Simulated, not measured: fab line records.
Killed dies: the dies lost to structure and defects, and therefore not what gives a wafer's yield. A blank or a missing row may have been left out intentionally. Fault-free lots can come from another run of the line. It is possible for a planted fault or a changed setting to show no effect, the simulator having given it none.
fab line records    flow sky130
record lots=11  wafers=33  last_day=50
route steps=708 shown FIELD_ISO@26 PWDE@54 VT_ADJUST_LVTN@106 VT_ADJUST_NCORE@128
lots untouched by any fault: they come from a run of this same line in which no faults occurred
start_h: hours from the record's first day to the start of the lot's first wafer shown    wait_h: hours since the lot's step before    " same as the row above    L1.1+2: several wafers, shown together as one row    - value missing, or start not given    * or withheld: withheld    < > ~ a bound
route shown NAME@n: a module of which the file shows steps, and the number in the route of the first    usual: mean/standard deviation of fault-free wafers    same: alike in all rows    chamber/n: place in a boat    sites: each site's reading    _std_site: the standard deviation of these    _edge_site: mean of outer sites minus mean of inner sites    radius_mm: how far each site lies from the wafer's centre    mask NAME#n: copy n    behind: the last tool/chamber to shape the wafer    hold: what put the lot on hold/how long, in hours/how the hold closed    device: whichever transistor did not switch (one of n, p or np)    end of line: tests of these same wafers at the route's end    a step given without rows: its recipe and nothing more    killed: at the first sort, the dies lost to defects and structure; wafer yield is something else    map: the dies of a wafer, with x for killed, . for not killed, _ for no die there
set.NAME: the setting the step ran with; set.NAME@STEP: the setting that earlier step ran with    model.NAME: the simulator's own value behind a step, which no gauge read
one table for each step of the route and one row for each wafer, over a sample of lots
services: when a tool's chamber went out of use (start_h, in hours from the record's first day, below 0 if earlier), for how many hours, and the reason
## steps
# step SKY_FIELD_ISO_THK_MEAS_25
# recipe reads=SiO2_of_FIELD_ISO_CVD_24
# usual FIELD_ISO_CVD_24_THK=594/6.2
lot.wafer  tool           chamber  start_h  wait_h  FIELD_ISO_CVD_24_THK[nm]
L417.2     film_metro-02  -        30.88    0.1     585
L417.4     "              -        "        "       599
L417.6     "              -        "        "       584
L423.3     film_metro-02  -        64.60    0.1     594
L423.4     "              -        "        "       590
L423.5     "              -        "        "       588
L424.3     film_metro-02  -        67.51    0.1     591
L424.5     "              -        "        "       596
L424.6     "              -        "        "       596
L425.1     film_metro-04  -        76.36    0.1     594
L425.4     "              -        "        "       586
L425.5     "              -        "        "       599
L426.1     film_metro-03  -        80.78    0.1     599
L426.4     "              -        "        "       591
L426.5     "              -        "        "       599
L429.2     film_metro-03  -        96.07    0.1     597
L429.5     "              -        "        "       586
L429.6     "              -        "        "       602
L430.1     film_metro-03  -        102.12   0.1     597
L430.3     "              -        "        "       586
L430.4     "              -        "        "       591
L431.3     film_metro-03  -        104.70   0.1     600
L431.4     "              -        "        "       590
L431.5     "              -        "        "       586
L433.1     film_metro-04  -        115.64   0.1     594
L433.3     "              -        "        "       600
L433.4     "              -        "        "       587
L438.3     film_metro-04  -        139.58   0.1     590
L438.4     "              -        "        "       596
L438.5     "              -        "        "       592
L440.1     film_metro-02  -        150.20   0.0     602
L440.3     "              -        "        "       603
L440.4     "              -        "        "       596
# step SKY_PWDE_STRIP_09
# recipe chemistry=O2/N2  power_w=1400  pressure_mtorr=1500  platen_temp_c=withheld  o2_flow_sccm=3000  n2_flow_sccm=300  overash_fraction=0.5
# usual drypump_motor_current_A=5.9/0.4  n2_flow_sccm=300.0/0.82  oes_product_au=0.722/0.0051  strip_time_to_endpoint_s=36.91/0.089
lot.wafer  tool             chamber  start_h  wait_h  drypump_motor_current_A  n2_flow_sccm  oes_product_au  rf_hours_counter_h  strip_time_to_endpoint_s
L417.2     plasma_asher-03  0        68.49    0.1     5.4                      299.9         0.718           38                  36.90
L417.4     "                0        "        "       5.4                      299.2         0.728           -                   36.75
L417.6     "                0        "        "       5.4                      299.5         0.724           -                   36.96
L423.3     plasma_asher-04  0        103.66   0.1     6.1                      298.0         0.725           -                   36.92
L423.4     "                1        "        "       6.1                      300.3         0.722           -                   36.89
L423.5     "                0        "        "       6.0                      299.1         0.722           -                   36.90
L424.3     plasma_asher-03  1        112.33   0.1     6.2                      301.0         0.722           -                   36.85
L424.5     "                0        "        "       5.4                      300.1         0.727           -                   36.90
L424.6     "                1        "        "       6.1                      301.2         0.728           -                   36.84
L425.1     plasma_asher-01  1        121.74   0.1     5.1                      300.6         0.727           0                   36.99
L425.4     "                0        "        "       6.2                      299.5         0.722           -                   37.01
L425.5     "                0        "        "       6.2                      300.5         0.727           -                   37.03
L426.1     plasma_asher-04  0        128.42   0.1     6.1                      300.6         0.718           45                  36.86
L426.4     "                0        "        "       6.0                      299.9         0.721           -                   36.98
L426.5     "                0        "        "       6.1                      299.9         0.727           -                   36.88
L429.2     plasma_asher-01  0        140.94   0.1     6.2                      300.0         0.729           2                   36.90
L429.5     "                0        "        "       6.2                      300.1         0.724           -                   36.88
L429.6     "                1        "        "       5.1                      301.7         0.721           -                   36.86
L430.1     plasma_asher-03  0        145.19   0.1     5.4                      299.7         0.724           46                  36.93
L430.3     "                0        "        "       5.4                      299.7         0.727           -                   36.97
L430.4     "                1        "        "       6.1                      300.9         0.715           -                   36.99
L431.3     plasma_asher-04  1        148.88   0.1     6.2                      300.9         0.721           -                   36.94
L431.4     "                0        "        "       6.0                      300.0         0.713           -                   36.95
L431.5     "                1        "        "       6.2                      300.4         0.718           -                   36.90
L433.1     plasma_asher-01  0        159.85   0.1     6.1                      300.7         0.716           4                   36.82
L433.3     "                0        "        "       6.2                      300.5         0.723           -                   36.83
L433.4     "                1        "        "       5.1                      301.3         0.720           -                   36.89
L438.3     plasma_asher-03  1        184.53   0.1     6.2                      301.5         0.731           -                   36.88
L438.4     "                0        "        "       5.4                      299.2         0.716           -                   36.93
L438.5     "                1        "        "       6.1                      301.3         0.726           -                   36.95
L440.1     plasma_asher-04  0        205.24   0.1     6.0                      298.3         0.726           52                  36.93
L440.3     "                0        "        "       6.1                      299.3         0.728           -                   36.99
L440.4     "                1        "        "       6.1                      299.1         0.723           -                   37.01
# step SKY_VT_ADJUST_LVTN_STRIP_09
# recipe chemistry=O2/N2  power_w=1400  pressure_mtorr=1500  platen_temp_c=withheld  o2_flow_sccm=3000  n2_flow_sccm=300  overash_fraction=0.5
# usual drypump_motor_current_A=5.8/0.41  n2_flow_sccm=300.1/0.93  oes_product_au=0.723/0.0047  strip_time_to_endpoint_s=36.90/0.095
lot.wafer  tool             chamber  start_h  wait_h  drypump_motor_current_A  n2_flow_sccm  oes_product_au  rf_hours_counter_h  strip_time_to_endpoint_s
L417.2     plasma_asher-03  0        140.30   0.1     5.4                      300.3         0.720           45                  36.85
L417.4     "                0        "        "       5.4                      300.1         0.720           -                   36.89
L417.6     "                0        "        "       5.4                      300.3         0.716           -                   36.98
L423.3     plasma_asher-03  0        182.93   0.1     5.4                      300.1         0.725           -                   36.91
L423.4     "                1        "        "       6.2                      300.2         0.733           -                   36.91
L423.5     "                0        "        "       5.4                      301.0         0.722           -                   36.83
L424.3     plasma_asher-03  1        193.19   0.1     6.1                      300.2         0.723           -                   36.90
L424.5     "                1        "        "       6.1                      300.0         0.721           -                   36.98
L424.6     "                0        "        "       5.4                      300.5         0.727           -                   36.83
L425.1     plasma_asher-03  0        203.56   0.1     5.4                      300.4         0.725           51                  36.87
L425.4     "                0        "        "       5.4                      300.4         0.723           -                   36.97
L425.5     "                1        "        "       6.1                      298.5         0.719           -                   37.10
L426.1     plasma_asher-03  0        213.85   0.1     5.4                      298.9         0.721           52                  36.93
L426.4     "                1        "        "       6.1                      300.5         0.726           -                   36.95
L426.5     "                1        "        "       6.1                      299.4         0.718           -                   36.90
L430.1     plasma_asher-03  0        229.94   0.1     5.4                      301.6         0.721           54                  36.86
L430.3     "                0        "        "       5.4                      300.4         0.718           -                   36.84
L430.4     "                1        "        "       6.2                      299.6         0.722           -                   36.91
L429.2     plasma_asher-01  1        233.91   0.1     5.1                      299.9         0.723           11                  36.86
L429.5     "                0        "        "       6.2                      298.6         0.720           -                   36.81
L429.6     "                1        "        "       5.1                      300.1         0.717           -                   36.85
L431.3     plasma_asher-03  1        237.78   0.1     6.1                      299.1         0.729           -                   36.90
L431.4     "                0        "        "       5.4                      301.0         0.720           -                   37.04
L431.5     "                0        "        "       5.4                      300.0         0.722           -                   36.96
L433.1     plasma_asher-02  0        247.95   0.1     5.5                      300.8         0.717           42                  36.83
L433.3     "                1        "        "       6.2                      300.7         0.720           -                   36.86
L433.4     "                0        "        "       5.6                      301.7         0.726           -                   36.89
L438.3     plasma_asher-01  0        277.24   0.1     6.2                      300.6         0.719           -                   37.06
L438.4     "                1        "        "       5.1                      300.6         0.728           -                   37.01
L438.5     "                0        "        "       6.1                      300.9         0.729           -                   36.89
L440.1     plasma_asher-02  0        300.81   0.1     5.5                      299.8         0.725           47                  37.08
L440.3     "                0        "        "       5.5                      298.8         0.724           -                   37.10
L440.4     "                1        "        "       6.3                      299.3         0.722           -                   36.99
# step SKY_VT_ADJUST_NCORE_IMPLANT_09
# recipe species=B  energy_kev=10  dose_cm2=2.4e+12  tilt_deg=withheld
# usual beam_energy_keV=9.9997/0.0027  beam_on_s=10.01/0.18  dose_ions_cm2=2.399e+12/3.1e+09  end_station_pressure_torr=4.99e-06/2.5e-07  faraday_current_uA=13.53/0.25
lot.wafer  tool          chamber  start_h  wait_h  beam_energy_keV  beam_on_s  dose_ions_cm2  end_station_pressure_torr  faraday_current_uA
L417.2     implanter-02  0        181.22   0.0     9.9990           10.39      2.4e+12        5.22e-06                   13.05
L417.4     "             0        "        "       9.9955           9.70       2.4e+12        4.68e-06                   13.95
L417.6     "             0        "        "       9.9989           10.33      2.399e+12      4.98e-06                   13.09
L423.3     implanter-01  0        227.81   0.1     9.9998           10.33      2.396e+12      4.6e-06                    13.21
L423.4     "             0        "        "       10.003           10.10      2.4e+12        5.12e-06                   13.37
L423.5     "             0        "        "       9.9982           10.03      2.397e+12      5.17e-06                   13.48
L424.3     implanter-02  0        239.54   0.1     10.000           10.00      2.402e+12      4.72e-06                   13.54
L424.5     "             0        "        "       10.001           10.36      2.401e+12      4.92e-06                   13.04
L424.6     "             0        "        "       10.002           10.29      2.402e+12      5.4e-06                    13.12
L425.1     implanter-02  0        249.22   0.0     9.9990           10.12      2.395e+12      5.34e-06                   13.37
L425.4     "             0        "        "       10.004           9.95       2.394e+12      5.26e-06                   13.64
L425.5     "             0        "        "       10.003           9.69       2.394e+12      5.33e-06                   13.96
L426.1     implanter-04  0        259.77   0.0     10.002           9.84       2.4e+12        4.73e-06                   13.69
L426.4     "             0        "        "       9.9986           10.09      2.393e+12      5.05e-06                   13.39
L426.5     "             0        "        "       9.9945           9.70       2.398e+12      4.93e-06                   13.93
L430.1     implanter-01  0        277.19   0.0     10.001           9.91       2.395e+12      5.17e-06                   13.63
L430.3     "             0        "        "       10.000           9.76       2.396e+12      5.14e-06                   13.80
L430.4     "             0        "        "       9.9953           9.97       2.398e+12      4.82e-06                   13.68
L429.2     implanter-02  0        280.84   0.0     10.001           11.09      2.398e+12      6.816e-05                  11.94
L429.5     "             0        "        "       9.9999           11.18      2.402e+12      7.112e-05                  11.69
L429.6     "             0        "        "       10.002           10.69      2.4e+12        6.696e-05                  12.31
L431.3     implanter-02  0        285.82   0.1     10.002           10.94      2.395e+12      7.46e-05                   11.93
L431.4     "             0        "        "       9.9989           11.14      2.398e+12      7.02e-05                   11.73
L431.5     "             0        "        "       9.9992           10.89      2.397e+12      7.301e-05                  12.06
L433.1     implanter-02  0        296.71   0.0     9.9985           11.20      2.406e+12      6.056e-05                  11.78
L433.3     "             0        "        "       10.002           10.98      2.402e+12      7.261e-05                  11.96
L433.4     "             0        "        "       9.9984           11.02      2.401e+12      6.985e-05                  11.92
L438.3     implanter-01  0        328.71   0.1     10.0000          10.17      2.395e+12      4.36e-06                   13.26
L438.4     "             0        "        "       9.9996           9.98       2.393e+12      4.79e-06                   13.55
L438.5     "             0        "        "       9.9966           9.94       2.396e+12      4.51e-06                   13.61
L440.1     implanter-01  0        354.31   0.0     10.002           9.87       2.403e+12      5.01e-06                   13.69
L440.3     "             0        "        "       10.002           10.09      2.398e+12      4.73e-06                   13.44
L440.4     "             0        "        "       10.000           10.16      2.398e+12      4.94e-06                   13.35
# step SKY_VT_ADJUST_NCORE_TW_MEAS_11
# usual VT_ADJUST_NCORE_TW=220.9/1.5
lot.wafer  tool           chamber  start_h  wait_h  VT_ADJUST_NCORE_TW
L417.2     film_metro-03  -        181.45   0.1     222.1
L417.4     "              -        "        "       221.9
L417.6     "              -        "        "       220.7
L423.3     film_metro-04  -        228.03   0.1     220.5
L423.4     "              -        "        "       220.4
L423.5     "              -        "        "       221.0
L424.3     film_metro-04  -        239.76   0.1     220.3
L424.5     "              -        "        "       221.4
L424.6     "              -        "        "       221.2
L425.1     film_metro-02  -        249.47   0.1     218.4
L425.4     "              -        "        "       219.0
L425.5     "              -        "        "       220.0
L426.1     film_metro-02  -        260.02   0.1     219.1
L426.4     "              -        "        "       218.2
L426.5     "              -        "        "       219.1
L430.1     film_metro-03  -        277.44   0.1     223.0
L430.3     "              -        "        "       222.3
L430.4     "              -        "        "       221.3
L429.2     film_metro-04  -        281.07   0.1     227.5
L429.5     "              -        "        "       226.4
L429.6     "              -        "        "       227.2
L431.3     film_metro-04  -        286.04   0.1     225.7
L431.4     "              -        "        "       226.8
L431.5     "              -        "        "       226.1
L433.1     film_metro-03  -        296.96   0.1     227.4
L433.3     "              -        "        "       230.1
L433.4     "              -        "        "       229.8
L438.3     film_metro-02  -        328.93   0.1     220.1
L438.4     "              -        "        "       219.0
L438.5     "              -        "        "       218.9
L440.1     film_metro-03  -        354.56   0.1     223.5
L440.3     "              -        "        "       222.7
L440.4     "              -        "        "       222.3
## services
tool             chamber  start_h  hours  kind
implanter-02     -        52.53    2.7    repair
plasma_asher-01  -        81.46    1.4    repair
implanter-01     -        106.53   5.2    repair
plasma_asher-01  -        108.84   9.0    pm
implanter-01     -        128.07   3.1    repair
implanter-02     -        147.51   7.2    pm
implanter-01     -        150.22   2.8    pm
plasma_asher-02  -        157.74   0.5    repair
plasma_asher-04  -        158.32   2.1    repair
implanter-01     -        158.69   2.1    repair
implanter-02     -        200.20   6.6    repair
implanter-02     -        219.07   1.1    repair
implanter-01     -        221.14   5.0    repair
implanter-02     -        232.06   0.7    repair
implanter-01     -        278.33   7.6    repair
implanter-02     -        281.35   2.6    repair
implanter-02     -        281.56   1.5    repair
plasma_asher-03  -        293.36   4.1    repair
implanter-01     -        305.98   5.0    pm
implanter-04     -        308.47   5.9    repair
implanter-02     -        311.17   1.3    repair
implanter-04     -        314.34   3.2    pm
plasma_asher-04  -        337.57   2.8    pm
implanter-02     -        353.10   2.1    repair
## key
first_sign step=SKY_VT_ADJUST_NCORE_IMPLANT_09  reading=end_station_pressure_torr  direction=up  sigmas=99+  usual=4.99e-06  struck=6.968e-05
effect step=SKY_VT_ADJUST_NCORE_IMPLANT_09  reading=faraday_current_uA  direction=down  sigmas=6.5  usual=13.53  struck=11.92
effect step=SKY_VT_ADJUST_NCORE_TW_MEAS_11  reading=VT_ADJUST_NCORE_TW  direction=up  sigmas=4.5  usual=220.9  struck=227.4
met_at SKY_VT_ADJUST_NCORE_IMPLANT_09
struck_lots L429,L431,L433
tester_left_out L429,L431,L433
not_acting_at SKY_FIELD_ISO_THK_MEAS_25,SKY_PWDE_STRIP_09,SKY_VT_ADJUST_LVTN_STRIP_09
onset_between 249.22 280.84
fault kind=process_parameter_drift  tool=implanter-02  chamber=-  onset_h=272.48  steps=SKY_VT_ADJUST_NCORE_IMPLANT_09  channel=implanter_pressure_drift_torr  offset=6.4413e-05  shape=step  end_h=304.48
fault kind=process_parameter_drift  tool=implanter-02  chamber=-  onset_h=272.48  steps=SKY_VT_ADJUST_NCORE_IMPLANT_09  channel=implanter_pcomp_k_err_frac  offset=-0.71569  shape=step  end_h=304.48
# tester_left_out: of these lots the tester's yield and bins aren't shown, on N5 and GAA mostly nor the transistor test; their killed dies are dies lost to structure and defects alone, not to doping, threshold or leakage, so they don't give the yield
